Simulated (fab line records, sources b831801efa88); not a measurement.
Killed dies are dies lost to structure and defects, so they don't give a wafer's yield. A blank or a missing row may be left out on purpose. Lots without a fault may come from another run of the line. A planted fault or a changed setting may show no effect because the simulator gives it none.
Which tool did it? | flow sky130 | 14 lots, 42 wafers sampled, at 2 steps of a route of 708

WHAT THE GAUGES READ, wafer by wafer
SKY_SD_P_CD_MEAS_07: target cd 380 nm.
lot  | measured     | on        | cd_nm (nm)
L615 | day 25 05:49 | cd_sem-01 | 377.5 377.8 380.0
L618 | day 26 13:09 | cd_sem-02 | 377.0 377.8 379.1
L617 | day 26 13:44 | cd_sem-02 | 386.8 384.9 385.5
L625 | day 29 00:59 | cd_sem-02 | 379.5 379.2 380.5
L626 | day 29 10:05 | cd_sem-02 | 377.9 381.9 380.5
L627 | day 29 18:26 | cd_sem-02 | 378.2 380.3 380.1
L629 | day 31 12:14 | cd_sem-01 | 382.3 382.1 380.7
L631 | day 31 16:08 | cd_sem-01 | 377.3 379.5 376.5
L633 | day 31 16:44 | cd_sem-01 | 376.4 377.6 376.5
L630 | day 31 17:21 | cd_sem-02 | 379.0 378.4 380.2
L635 | day 32 10:50 | cd_sem-02 | 381.0 378.2 379.5
L637 | day 33 16:14 | cd_sem-02 | 381.9 382.8 383.8
L636 | day 33 16:53 | cd_sem-02 | 381.6 383.9 381.4
L638 | day 33 17:59 | cd_sem-02 | 382.1 380.8 381.5

SKY_CONTACT_BOW_MEAS_05.
lot  | measured     | on            | CONTACT_BOW (um)
L615 | day 30 04:23 | film_metro-01 | 81 86 82
L618 | day 31 10:21 | film_metro-01 | 82 93 96
L617 | day 31 11:41 | film_metro-02 | 78 77 93
L625 | day 33 20:08 | film_metro-01 | 76 86 73
L626 | day 34 06:10 | film_metro-02 | 91 83 78
L627 | day 34 11:16 | film_metro-02 | 79 89 83
L629 | day 36 05:22 | film_metro-03 | 81 72 84
L631 | day 36 09:10 | film_metro-01 | 81 74 81
L633 | day 36 10:16 | film_metro-01 | 78 78 85
L630 | day 36 11:02 | film_metro-02 | 83 84 83
L635 | day 37 03:16 | film_metro-02 | 83 64 73
L637 | day 38 06:43 | film_metro-02 | 83 75 102
L636 | day 38 07:52 | film_metro-02 | 80 83 80
L638 | day 38 08:57 | film_metro-02 | 81 73 75

WHICH TOOL RAN EACH LOT (tool, then ch and the chambers of the sampled wafers, then the start)
The record holds no process step before these readings.

WHAT THE TOOLS THEMSELVES READ (means of the sampled wafers that have a number; where no wafer has one, the mark that the record gives instead)
The record holds no such reading with a usual standard deviation.

THE ANSWER, worked out from the rows above alone
Rule: what is usual is taken from the lots themselves. Put in order of their means at a reading, lots are off if they are a third of the lots or fewer, leave a main group of 4 or more, and stand apart from it by a gap of 3 or more times the standard deviation of the main group's means; of several such gaps the widest counts. A main group whose means are all the same, to the digits that the tables above print for the reading, isn't used. A lot without any number at a reading at which 4 lots or more have one is off too. The other lots that the step has rows for count as sound. The gauges are gone through in route order, then the tools' own readings, and for those a lot's mean is taken as printed above. The first step at which some lot is off is used, and at that step the reading that is off furthest; a lot without a number counts as furthest.
No lot is off at any reading shown: from this, nothing can be told.

WHAT THE SIMULATOR HAD PUT IN
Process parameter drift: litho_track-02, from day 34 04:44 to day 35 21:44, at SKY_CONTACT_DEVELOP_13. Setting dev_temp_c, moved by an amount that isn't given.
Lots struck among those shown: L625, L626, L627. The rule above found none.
